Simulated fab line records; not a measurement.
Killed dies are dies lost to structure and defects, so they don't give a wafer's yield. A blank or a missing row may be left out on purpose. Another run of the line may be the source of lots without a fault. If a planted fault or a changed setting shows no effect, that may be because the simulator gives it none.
Which tool is to blame? | flow sky130 | 11 lots, 33 wafers sampled, at 5 steps of a route of 708

== WHAT THE GAUGES READ, wafer by wafer ==
SKY_METAL2_OVL_MEAS_16. Usual: for METAL2_OVL the level is 2 nm and the standard deviation is 5.
lot  | measured     | on         | METAL2_OVL (nm) | flag
L356 | day 34 20:53 | overlay-01 | -2 -1 -3        |
L358 | day 35 10:50 | overlay-02 | -1 1 3          |
L359 | day 36 02:31 | overlay-01 | -4 2 -7         |
L360 | day 36 07:32 | overlay-02 | -2 -2 -1        |
L362 | day 37 00:23 | overlay-02 | 5 -1 2          |
L364 | day 37 15:26 | overlay-02 | 3 1 -4          |
L365 | day 37 19:37 | overlay-02 | -4 -7 -7        |
L366 | day 38 07:01 | overlay-02 | 4 10 -2         |
L376 | day 41 07:28 | overlay-01 | 6 -1 3          |
L378 | day 41 22:59 | overlay-02 | 3 -1 3          |
L379 | day 42 02:43 | overlay-02 | -3 -6 -1        |

SKY_VIA2_OVL_MEAS_13. Usual: for VIA2_OVL the level is -1 nm and the standard deviation is 5.
lot  | measured     | on         | VIA2_OVL (nm) | flag
L356 | day 36 00:22 | overlay-01 | -9 0 -13      |
L358 | day 36 14:52 | overlay-01 | 4 0 0         |
L359 | day 37 04:23 | overlay-02 | -1 -3 -4      |
L360 | day 37 10:40 | overlay-02 | -1 3 -1       |
L362 | day 38 03:56 | overlay-02 | -6 -1 -1      |
L364 | day 38 18:34 | overlay-02 | 1 1 7         |
L365 | day 38 22:46 | overlay-02 | -7 4          |
L366 | day 39 09:55 | overlay-02 | -7            |
L376 | day 42 08:53 | overlay-01 | -3 -6 3       |
L378 | day 42 23:52 | overlay-02 | -3 -5 -7      |
L379 | day 43 03:34 | overlay-02 | -4 -4 1       |

== WHICH TOOL RAN EACH LOT (tool, then ch and the chambers of the sampled wafers, then the start) ==
lot  | SKY_VIA1_ETCH_15                   | SKY_METAL2_METAL_ETCH_19          | SKY_METAL2_STRIP_20
L356 | rie-diel-04 ch 1,2, day 33 16:54   | rie-metal-01 ch 0,1, day 34 21:01 | plasma-asher-03 ch 0,1, day 34 21:06
L358 | rie-diel-03 ch 0,2,3, day 34 06:44 | rie-metal-02 ch 0, day 35 10:58   | plasma-asher-01 ch 0, day 35 11:03
L359 | rie-diel-01 ch 0,1,3, day 34 22:06 | rie-metal-03 ch 0,1, day 36 02:38 | plasma-asher-01 ch 0,1, day 36 02:44
L360 | rie-diel-01 ch 0,2,3, day 35 03:48 | rie-metal-01 ch 0,1, day 36 07:40 | plasma-asher-02 ch 0,1, day 36 07:45
L362 | rie-diel-03 ch 1,2,3, day 35 20:40 | rie-metal-02 ch 0,1, day 37 00:32 | plasma-asher-03 ch 0,1, day 37 00:38
L364 | rie-diel-03 ch 0,2,3, day 36 12:16 | rie-metal-02 ch 0,1, day 37 15:34 | plasma-asher-02 ch 0,1, day 37 15:39
L365 | rie-diel-01 ch 1,2, day 36 15:58   | rie-metal-02 ch 0,1, day 37 19:44 | plasma-asher-01 ch 0,1, day 37 19:50
L366 | rie-diel-03 ch 0,2,3, day 37 03:28 | rie-metal-02 ch 0,1, day 38 07:09 | plasma-asher-03 ch 0,1, day 38 07:14
L376 | rie-diel-01 ch 0,1,2, day 40 05:24 | rie-metal-01 ch 0,1, day 41 07:36 | plasma-asher-01 ch 0,1, day 41 07:41
L378 | rie-diel-04 ch 1,2,3, day 40 22:00 | rie-metal-03 ch 0,1, day 41 23:07 | plasma-asher-01 ch 0,1, day 41 23:12
L379 | rie-diel-03 ch 1,2, day 41 01:27   | rie-metal-02 ch 0,1, day 42 02:50 | plasma-asher-01 ch 0, day 42 02:56
- SKY_VIA1_ETCH_15: etches SiO2 in C4F8/O2/Ar, stops on TiN, target depth 351 nm, time 54 s.
- SKY_METAL2_METAL_ETCH_19: etches the open film in Cl2/BCl3, stops on SiO2, target depth 360 nm, time 78 s.
- SKY_METAL2_STRIP_20: strips in O2/N2.

== WHAT THE TOOLS THEMSELVES READ (means of the sampled wafers that have a number; where no wafer has one, the mark that the record gives instead) ==
SKY_VIA1_ETCH_15. Usual: chamber-pressure-mTorr 40.00 mTorr, standard deviation 0.037; oes-product-au 0.980 a.u., standard deviation 0.0058.
lot  | tool        | chamber-pressure-mTorr (mTorr) | oes-product-au (a.u.) | flag
L356 | rie-diel-04 | 40.01                          | 0.986                 |
L358 | rie-diel-03 | 39.99                          | 0.973                 |
L359 | rie-diel-01 | 39.99                          | 0.976                 |
L360 | rie-diel-01 | 40.01                          | 0.988                 |
L362 | rie-diel-03 | 40.00                          | 0.977                 |
L364 | rie-diel-03 | 40.02                          | 0.979                 |
L365 | rie-diel-01 | 40.00                          | 0.981                 |
L366 | rie-diel-03 | 39.97                          | 0.976                 |
L376 | rie-diel-01 | 39.98                          | 0.982                 |
L378 | rie-diel-04 | 39.98                          | 0.980                 |
L379 | rie-diel-03 | 39.98                          | 0.976                 |

SKY_METAL2_METAL_ETCH_19. Usual: bcl3-flow-sccm 30.00 sccm, standard deviation 0.088; chamber-pressure-mTorr 10.000 mTorr, standard deviation 0.0087; drypump-motor-current-A 5.7 A, standard deviation 0.51; oes-product-au 0.853 a.u., standard deviation 0.0054; throttle-valve-pct 22.264 %, standard deviation 0.0083.
lot  | tool         | bcl3-flow-sccm (sccm) | chamber-pressure-mTorr (mTorr) | drypump-motor-current-A (A) | oes-product-au (a.u.) | throttle-valve-pct (%) | flag
L356 | rie-metal-01 | 29.99                 | 9.999                          | 5.5                         | 0.847                 | 22.259                 |
L358 | rie-metal-02 | 29.99                 | 9.998                          | 5.3                         | 0.845                 | 22.269                 |
L359 | rie-metal-03 | 30.01                 | 10.004                         | 5.4                         | 0.851                 | 22.266                 |
L360 | rie-metal-01 | 29.87                 | 10.001                         | 5.5                         | 0.849                 | 22.264                 |
L362 | rie-metal-02 | 30.00                 | 9.994                          | 6.1                         | 0.855                 | 22.272                 |
L364 | rie-metal-02 | 30.04                 | 10.003                         | 5.7                         | 0.859                 | 22.255                 |
L365 | rie-metal-02 | 30.02                 | 9.990                          | 5.7                         | 0.814                 | 22.271                 | OFF
L366 | rie-metal-02 | 30.09                 | 10.005                         | 5.7                         | 0.767                 | 22.264                 | OFF
L376 | rie-metal-01 | 29.92                 | 10.002                         | 5.6                         | 0.851                 | 22.257                 |
L378 | rie-metal-03 | 29.98                 | 9.991                          | 5.4                         | 0.850                 | 22.263                 |
L379 | rie-metal-02 | 30.06                 | 10.003                         | 5.7                         | 0.857                 | 22.264                 |

SKY_METAL2_STRIP_20. Usual: chamber-pressure-mTorr 1500.0 mTorr, standard deviation 1.4; drypump-motor-current-A 6.0 A, standard deviation 0.61; oes-product-au 0.342 a.u., standard deviation 0.0046; strip-time-to-endpoint-s 2.681 s, standard deviation 0.028.
lot  | tool            | chamber-pressure-mTorr (mTorr) | drypump-motor-current-A (A) | oes-product-au (a.u.) | strip-time-to-endpoint-s (s) | flag
L356 | plasma-asher-03 | 1499.6                         | 6.2                         | 0.338                 | 2.671                        |
L358 | plasma-asher-01 | 1499.2                         | 6.6                         | 0.341                 | 2.661                        |
L359 | plasma-asher-01 | 1500.0                         | 6.0                         | 0.341                 | 2.725                        |
L360 | plasma-asher-02 | 1501.3                         | 6.1                         | 0.343                 | 2.692                        |
L362 | plasma-asher-03 | 1499.5                         | 6.2                         | 0.346                 | 2.673                        |
L364 | plasma-asher-02 | 1498.5                         | 6.0                         | 0.345                 | 2.699                        |
L365 | plasma-asher-01 | 1500.4                         | 5.4                         | 0.352                 | 3.036                        | OFF
L366 | plasma-asher-03 | 1499.8                         | 6.2                         | 0.377                 | 3.435                        | OFF
L376 | plasma-asher-01 | 1500.2                         | 6.0                         | 0.340                 | 2.648                        |
L378 | plasma-asher-01 | 1501.4                         | 5.5                         | 0.345                 | 2.679                        |
L379 | plasma-asher-01 | 1497.7                         | 6.6                         | 0.346                 | 2.696                        |

== THE ANSWER, worked out from the rows above alone ==
Rule: take the mean of a lot's wafers that have a number; if it is more than 3 standard deviations from the usual mean, the lot is off. A lot without any number at a reading at which 4 lots or more have one is off too. Where the step has rows for the other lots, those lots are counted as sound. First the gauges in route order, then the tools' own readings, where a lot's mean is used as printed above. At the first step where some lot is off, the reading lying furthest off is the one used; lots without a number count as furthest.
Off at SKY_METAL2_METAL_ETCH_19 (oes-product-au): L365, L366.
If a tool, at that step or one of the process steps before it, ran each lot that is off and ran no sound lot following the first of them, it fits. None of those tried fits.

== WHAT HAD BEEN PUT IN BY THE SIMULATOR ==
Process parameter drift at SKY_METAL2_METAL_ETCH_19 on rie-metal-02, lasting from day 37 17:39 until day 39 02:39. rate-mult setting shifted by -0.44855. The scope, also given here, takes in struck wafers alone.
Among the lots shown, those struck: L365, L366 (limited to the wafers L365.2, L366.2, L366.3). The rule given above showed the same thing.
